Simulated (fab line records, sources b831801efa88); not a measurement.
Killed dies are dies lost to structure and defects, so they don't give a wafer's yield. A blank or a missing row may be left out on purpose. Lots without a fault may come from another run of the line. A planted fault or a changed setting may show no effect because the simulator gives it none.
fab line records | flow sky130
record lots=6 wafers=18 last_day=50
route steps=708 shown SONOS_TUNNEL@156 SONOS_ONO@168 PAD_OPEN@708
lots that met no fault: from a run of the same line without faults
start_h: hours from the record's first day to the start of the lot's first wafer shown | wait_h: hours since the lot's step before | " the same as in the row above | L1.1+2: a row that stands for several wafers | - no value, or no start given | * or withheld: withheld | < > ~ a bound
route shown NAME@n: a module of which the file shows steps, and the number in the route of the first | usual: mean/standard deviation of fault-free wafers | same: alike in all rows | chamber/n: place in a boat | sites: the reading at each site | _std_site: their standard deviation | _edge_site: outer sites' mean less inner sites' | radius_mm: how far each site lies from the wafer's centre | mask NAME#n: copy n | behind: the tool/chamber that last shaped the wafer | hold: why the lot was held/for how many hours/how that ended | device: the transistor (n, p or np) that didn't switch | end of line: the same wafers' tests at the end of the route | a step without rows: its recipe alone | killed: dies lost to structure and defects at the first sort, not the wafer's yield | map: a wafer's dies, x killed, . not, _ none there
set.NAME: the setting as run; set.NAME@STEP: as run at that earlier step | model.NAME: the simulator's own value behind a step, which no gauge read
lots at some steps of the route; a table a step, a row a wafer
services: from which hour (start_h, from the record's first day; less than 0 if before it) a tool's chamber was out of use, for how many hours, and why
## steps
# step SKY_SONOS_TUNNEL_COAT_02
# recipe resist=NOVOLAK spin_rpm=3000 resist_thk_nm=1140
# step SKY_SONOS_TUNNEL_SOFTBAKE_03
# recipe temp_c=90 time_s=60 resist=NOVOLAK
# step SKY_SONOS_TUNNEL_EXPOSE_04
# recipe mask_id=TUNM na=0.6 source_shape=conventional sigma_outer=0.6 polarization=unpolarized target_cd_nm=410 dose_mj=136
# step SKY_SONOS_TUNNEL_PEB_05
# recipe temp_c=withheld time_s=* resist=NOVOLAK
# step SKY_SONOS_TUNNEL_DEVELOP_06
# recipe resist=NOVOLAK developer=TMAH develop_time_s=60 dev_temp_c=23
# step SKY_SONOS_TUNNEL_CD_MEAS_07
# recipe target_cd_nm=410
# usual cd_nm=410.6/2.4
# columns lot.wafer tool chamber start_h wait_h cd_nm
L402.1 cd_sem-02 - 263.85 0.1 411.6
L402.5 " - " " 410.1
L402.6 " - " " 409.2
L405.1 cd_sem-01 - 280.40 0.1 412.9
L405.4 " - " " 412.7
L405.6 " - " " 410.8
L408.1 cd_sem-01 - 297.15 0.1 411.3
L408.2 " - " " 411.3
L408.6 " - " " 410.8
L410.2 cd_sem-02 - 315.47 0.1 414.3
L410.5 " - " " 413.7
L410.6 " - " " 415.3
L417.1 cd_sem-02 - 365.05 0.1 410.0
L417.2 " - " " 407.5
L417.5 " - " " 411.2
L423.2 cd_sem-02 - 439.91 0.1 411.5
L423.3 " - " " 411.1
L423.5 " - " " 410.7
# step SKY_SONOS_TUNNEL_OVL_MEAS_08
# usual SONOS_TUNNEL_OVL=0.2/1.2
# columns lot.wafer tool chamber start_h wait_h SONOS_TUNNEL_OVL[nm]
L402.1 overlay-02 - 263.97 0.1 1.4
L402.5 " - " " 0.1
L402.6 " - " " 0.4
L405.1 overlay-01 - 280.52 0.1 -0.9
L405.4 " - " " 0.2
L405.6 " - " " 0.5
L408.1 overlay-02 - 297.27 0.1 -1.4
L408.2 " - " " -3.6
L408.6 " - " " -1.5
L410.2 overlay-01 - 315.58 0.1 -1.7
L410.5 " - " " -1.1
L410.6 " - " " -1.7
L417.1 overlay-01 - 365.17 0.1 -1.6
L417.2 " - " " -0.2
L417.5 " - " " -0.5
L423.2 overlay-02 - 440.01 0.1 -0.8
L423.3 " - " " -1.4
L423.5 " - " " 0.9
# step SKY_SONOS_TUNNEL_IMPLANT_09
# recipe species=B energy_kev=20 dose_cm2=1e+12 tilt_deg=withheld
# step SKY_SONOS_TUNNEL_WET_ETCH_10
# recipe chemistry=dHF target_depth_nm=14 target=SiO2 dilution=100:1 temp_c=25 time_s=280
# step SKY_SONOS_TUNNEL_STRIP_11
# recipe chemistry=SPM time_s=600 temp_c=130
# step SKY_SONOS_TUNNEL_TW_MEAS_12
# usual SONOS_TUNNEL_TW=194.9/2.1
# columns lot.wafer tool chamber start_h wait_h SONOS_TUNNEL_TW
L402.1 film_metro-04 - 264.43 0.0 192.8
L402.5 " - " " 192.5
L402.6 " - " " 192.5
L405.1 film_metro-04 - 280.98 0.0 192.8
L405.4 " - " " 192.8
L405.6 " - " " 193.5
L408.1 film_metro-04 - 297.72 0.0 194.7
L408.2 " - " " 192.9
L408.6 " - " " 194.2
L410.2 film_metro-04 - 316.03 0.0 192.5
L410.5 " - " " 192.7
L410.6 " - " " 192.9
L417.1 film_metro-03 - 365.62 0.0 197.6
L417.2 " - " " 197.3
L417.5 " - " " 198.1
L423.2 film_metro-03 - 440.47 0.0 198.7
L423.3 " - " " 196.8
L423.5 " - " " 198.0
# step SKY_SONOS_TUNNEL_CLEAN_13
# recipe chemistry=dHF time_s=20 dilution=100:1 dry=ipa_marangoni
# step SKY_SONOS_ONO_OXIDATION_00
# recipe temp_c=800 ambient=O2 idle_temp_c=700 ramp_up_c_per_min=10 ramp_down_c_per_min=3 stabilise_s=600 purge_s=300 target_thk_a=26 ox_time_s=1249
# usual ramp_up_c_per_min=9.9999/0.0017
# same stabilise_s=600
# columns lot.wafer tool chamber start_h wait_h ramp_up_c_per_min model.SiO2_of_SONOS_ONO_OXIDATION_00.thk_nm
L402.1 furnace-02 0 264.92 0.4 10.002 2.592
L402.5 " 0 " " 9.9985 2.561
L402.6 " 0 " " 9.9992 2.547
L405.1 furnace-01 0 281.64 0.6 9.9992 2.547
L405.4 " 0 " " 9.9968 2.537
L405.6 " 0 " " 10.001 2.537
L408.1 furnace-01 0 297.81 0.0 10.005 2.964
L408.2 " 0 " " 9.9984 2.992
L408.6 " 0 " " 9.9987 2.976
L410.2 furnace-01 0 318.26 2.2 9.9987 2.965
L410.5 " 0 " " 10.002 2.946
L410.6 " 0 " " 9.9994 2.946
L417.1 furnace-02 0 367.77 2.1 10.002 2.61
L417.2 " 0 " " 9.9989 2.584
L417.5 " 0 " " 9.9978 2.624
L423.2 furnace-02 0 440.55 0.0 10.004 2.642
L423.3 " 0 " " 9.9988 2.662
L423.5 " 0 " " 10.002 2.698
# step SKY_SONOS_ONO_THK_MEAS_01
# recipe reads=SiO2_of_SONOS_ONO_OXIDATION_00
# usual SONOS_ONO_OXIDATION_THK=2.61/0.062
# columns lot.wafer tool chamber start_h wait_h SONOS_ONO_OXIDATION_THK[nm]
L402.1 film_metro-01 - 266.27 0.0 2.56
L402.5 " - " " 2.60
L402.6 " - " " 2.52
L405.1 film_metro-02 - 282.98 0.0 2.57
L405.4 " - " " 2.50
L405.6 " - " " 2.57
L408.1 film_metro-02 - 299.15 0.0 2.97
L408.2 " - " " 2.96
L408.6 " - " " 2.98
L410.2 film_metro-04 - 319.61 0.0 2.99
L410.5 " - " " 2.92
L410.6 " - " " 2.92
L417.1 film_metro-01 - 369.12 0.0 2.61
L417.2 " - " " 2.56
L417.5 " - " " 2.64
L423.2 film_metro-04 - 441.91 0.0 2.68
L423.3 " - " " 2.69
L423.5 " - " " 2.66
# step SKY_SONOS_ONO_CVD_02
# recipe material=Si3N4 precursor=DCS/NH3 target_thk_nm=10.5 temp_c=770 time_s=180 pressure_mtorr=250
# step SKY_PAD_OPEN_PROBE_99
# usual killed_at_M0_to_M3=44/7.1 killed_at_M4_up=3.0/1.9 killed_at_contacts=25/5.6 killed_at_front_end=14/4.1 killed_at_other=0.2/0.44 killed_dies=86/9.1 killed_open=47/7.4 killed_short=39/5.7
# same gross_dies=492 killed_at_back_side=0
# columns lot.wafer tool chamber start_h wait_h killed_at_M0_to_M3 killed_at_M4_up killed_at_contacts killed_at_front_end killed_at_other killed_dies killed_open killed_short model.etest.sonos_erased.drive_ua_um model.etest.cap_ono.gate_log10_a_cm2 model.etest.cap_ono.gate_bv_v model.etest.cap_ono.tox_acc_nm model.etest.sonos_erased.vt_v model.etest.sonos_programmed.vt_v model.etest.sonos_baked.vt_less_v
L402.1 prober-02 - 1091.72 0.1 45 3 21 13 0 82 43 39 179.7 -8.04 16.61 13.01 -2.267 1.405 -0.4732
L402.5 prober-02 - 1091.92 0.2 37 2 26 23 1 89 54 32 170.2 -7.941 16.92 12.89 -2.281 1.4 -0.4792
L402.6 prober-02 - 1091.97 0.2 47 3 30 17 0 97 59 38 179.7 -7.875 16.49 12.82 -2.324 1.446 -0.5004
L405.1 prober-01 - 1102.34 0.1 36 1 23 15 0 75 43 32 214.2 -7.661 15.94 12.65 -2.404 1.59 -0.5719
L405.4 prober-01 - 1102.49 0.2 45 0 21 15 1 82 42 40 206.8 -7.458 16.06 12.53 -2.427 1.596 -0.574
L405.6 prober-01 - 1102.59 0.2 63 5 26 7 1 102 61 41 215 -7.578 16.23 12.65 -2.419 1.592 -0.5659
L408.1 prober-01 - 1108.95 0.1 41 0 27 14 0 82 47 35 153.8 -8.291 16.61 13.14 -1.976 1.379 -0.3637
L408.2 prober-01 - 1109.00 0.1 58 4 27 12 0 101 58 43 152.1 -8.321 16.64 13.19 -1.928 1.401 -0.3995
L408.6 prober-01 - 1109.20 0.2 45 0 18 20 0 83 49 34 182.1 -8.319 16.84 13.22 -1.999 1.441 -0.4506
L410.2 prober-02 - 1124.51 0.1 53 3 28 16 1 101 60 41 167.3 -8.411 16.88 13.23 -1.942 1.364 -0.3894
L410.5 prober-02 - 1124.66 0.2 44 1 26 12 2 85 48 37 185.6 -8.281 16.45 13.12 -2.031 1.41 -0.4294
L410.6 prober-02 - 1124.71 0.2 44 2 22 12 0 80 44 36 186.9 -8.34 17.15 13.16 -2.018 1.384 -0.408
L417.1 prober-01 - 1164.18 0.1 52 6 17 8 1 84 42 42 200 -7.806 16.3 12.82 -2.327 1.534 -0.5249
L417.2 prober-01 - 1164.23 0.1 57 0 16 8 0 81 38 43 198 -7.65 16.07 12.78 -2.354 1.542 -0.5717
L417.5 prober-01 - 1164.38 0.2 46 6 32 16 0 100 66 34 180.5 -7.716 16.2 12.76 -2.309 1.576 -0.5444
L423.2 prober-01 - 1206.11 0.1 53 3 16 17 0 89 42 47 221.7 -7.959 16.47 12.92 -2.305 1.429 -0.4626
L423.3 prober-01 - 1206.16 0.2 42 2 23 13 0 80 45 35 179.6 -7.981 16.97 12.98 -2.237 1.479 -0.46
L423.5 prober-01 - 1206.26 0.2 41 0 18 13 0 72 39 33 184.4 -8.268 16.72 13.08 -2.187 1.403 -0.4607
# killed by level:class
L402.1 VIA1:geometric_particle:open=13 POLY_GATE:geometric_particle:short=6 CONTACT:geometric_particle:open=6 LI_CONTACT:geometric_particle:open=6 CONTACT:geometric_particle:short=5 METAL1:geometric_particle:short=5 METAL2:geometric_particle:short=5 VIA2:geometric_particle:open=5
L402.5 VIA1:geometric_particle:open=8 POLY_GATE:geometric_particle:open=7 CONTACT:geometric_particle:open=7 LI_CONTACT:geometric_particle:open=7 VIA3:geometric_particle:open=7 LI_CONTACT:geometric_particle:short=5 VIA2:geometric_particle:open=5 METAL1:geometric_particle:short=4
L402.6 LI_CONTACT:geometric_particle:open=15 VIA1:geometric_particle:open=11 CONTACT:geometric_particle:open=8 POLY_GATE:geometric_particle:short=6 METAL1:geometric_particle:short=6 VIA3:geometric_particle:open=6 CONTACT:geometric_particle:short=5 VIA2:geometric_particle:open=5
L405.1 VIA1:geometric_particle:open=8 VIA3:geometric_particle:open=8 CONTACT:geometric_particle:open=7 LOCAL_INTERCONNECT:geometric_particle:short=6 VIA2:geometric_particle:open=6 FIELD_ISO:geometric_particle:short=5 LI_CONTACT:geometric_particle:open=5 FIELD_ISO:geometric_particle:open=4
L405.4 VIA1:geometric_particle:open=10 LI_CONTACT:geometric_particle:open=8 VIA3:geometric_particle:open=7 METAL1:geometric_particle:short=6 VIA2:geometric_particle:short=6 POLY_GATE:geometric_particle:short=5 METAL2:geometric_particle:short=5 FIELD_ISO:geometric_particle:open=4
L405.6 VIA1:geometric_particle:open=17 CONTACT:geometric_particle:open=11 LI_CONTACT:geometric_particle:open=9 VIA3:geometric_particle:open=8 VIA1:geometric_particle:short=8 METAL2:geometric_particle:short=6 VIA2:geometric_particle:open=6 METAL1:geometric_particle:short=5
L408.1 CONTACT:geometric_particle:open=12 VIA3:geometric_particle:open=11 VIA1:geometric_particle:open=9 VIA1:geometric_particle:short=5 LI_CONTACT:geometric_particle:open=4 LOCAL_INTERCONNECT:geometric_particle:short=4 METAL2:geometric_particle:short=4 POLY_GATE:geometric_particle:open=3
L408.2 LI_CONTACT:geometric_particle:open=11 VIA1:geometric_particle:open=11 METAL2:geometric_particle:short=9 CONTACT:geometric_particle:open=8 VIA2:geometric_particle:open=8 VIA3:geometric_particle:short=6 METAL1:geometric_particle:short=6 VIA3:geometric_particle:open=5
L408.6 VIA1:geometric_particle:open=14 LI_CONTACT:geometric_particle:open=9 FIELD_ISO:geometric_particle:short=6 VIA3:geometric_particle:open=6 VIA2:geometric_particle:open=5 FIELD_ISO:geometric_particle:open=4 VIA1:geometric_particle:short=4 METAL1:geometric_particle:short=4
L410.2 CONTACT:geometric_particle:open=14 VIA1:geometric_particle:open=13 VIA2:geometric_particle:open=10 CONTACT:geometric_particle:short=8 METAL1:geometric_particle:short=7 VIA3:geometric_particle:open=7 FIELD_ISO:geometric_particle:open=6 METAL2:geometric_particle:short=5
L410.5 VIA1:geometric_particle:open=10 LI_CONTACT:geometric_particle:open=9 METAL2:geometric_particle:short=8 VIA2:geometric_particle:open=7 CONTACT:geometric_particle:open=6 CONTACT:geometric_particle:short=6 VIA3:geometric_particle:open=5 VIA1:geometric_particle:short=4
L410.6 LI_CONTACT:geometric_particle:open=10 VIA2:geometric_particle:open=9 VIA1:geometric_particle:open=8 CONTACT:geometric_particle:open=6 VIA1:geometric_particle:short=6 METAL3:geometric_particle:short=5 FIELD_ISO:geometric_particle:short=4 CONTACT:geometric_particle:short=4
L417.1 CONTACT:geometric_particle:open=11 METAL1:geometric_particle:short=8 VIA1:geometric_particle:open=8 VIA3:geometric_particle:open=7 VIA2:geometric_particle:open=6 VIA3:geometric_particle:short=6 METAL4:geometric_particle:short=5 CONTACT:geometric_particle:short=4
L417.2 VIA1:geometric_particle:open=11 VIA3:geometric_particle:open=9 VIA3:geometric_particle:short=8 METAL1:geometric_particle:short=7 VIA1:geometric_particle:short=6 CONTACT:geometric_particle:short=5 CONTACT:geometric_particle:open=5 METAL2:geometric_particle:short=4
L417.5 CONTACT:geometric_particle:open=15 VIA1:geometric_particle:open=11 VIA3:geometric_particle:open=9 LI_CONTACT:geometric_particle:open=8 VIA2:geometric_particle:open=7 FIELD_ISO:geometric_particle:short=6 FIELD_ISO:geometric_particle:open=5 METAL4:geometric_particle:short=5
L423.2 METAL2:geometric_particle:short=12 METAL1:geometric_particle:short=11 VIA1:geometric_particle:open=9 VIA3:geometric_particle:open=8 POLY_GATE:geometric_particle:short=5 CONTACT:geometric_particle:short=5 VIA2:geometric_particle:open=5 FIELD_ISO:geometric_particle:open=4
L423.3 CONTACT:geometric_particle:open=10 VIA1:geometric_particle:open=8 CONTACT:geometric_particle:short=7 VIA1:geometric_particle:short=7 LI_CONTACT:geometric_particle:open=6 METAL2:geometric_particle:short=4 VIA2:geometric_particle:open=4 VIA3:geometric_particle:open=4
L423.5 CONTACT:geometric_particle:open=8 VIA1:geometric_particle:open=6 VIA3:geometric_particle:open=6 METAL1:geometric_particle:short=5 VIA1:geometric_particle:short=5 METAL2:geometric_particle:short=5 VIA2:geometric_particle:open=5 FIELD_ISO:geometric_particle:open=4
## services
# columns tool chamber start_h hours kind
furnace-01 - 255.93 4.0 pm
furnace-02 - 303.07 3.6 pm
## key
first_sign step=SKY_SONOS_ONO_THK_MEAS_01 reading=SONOS_ONO_OXIDATION_THK direction=up sigmas=5.6 usual=2.61 struck=2.96
effect none on later readings
model_effect step=SKY_SONOS_ONO_OXIDATION_00 value=SiO2_of_SONOS_ONO_OXIDATION_00.thk_nm without=2.584 struck=2.965
model_effect step=SKY_PAD_OPEN_PROBE_99 value=etest.sonos_erased.drive_ua_um without=213.4 struck=171.3
met_at SKY_SONOS_ONO_OXIDATION_00
struck_wafers L408.1,L408.2,L408.6,L410.2,L410.5,L410.6
tester_left_out L408,L410
onset_between 281.64 297.81
fault kind=process_parameter_drift tool=furnace-01 chamber=- onset_h=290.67 steps=SKY_SONOS_ONO_OXIDATION_00 channel=ox_time_s offset=* shape=step end_h=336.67 acts_in=* stated=*
# tester_left_out: of these lots the tester's yield and bins aren't shown, on N5 and GAA mostly nor the transistor test; their killed dies are dies lost to structure and defects alone, not to doping, threshold or leakage, so they don't give the yield
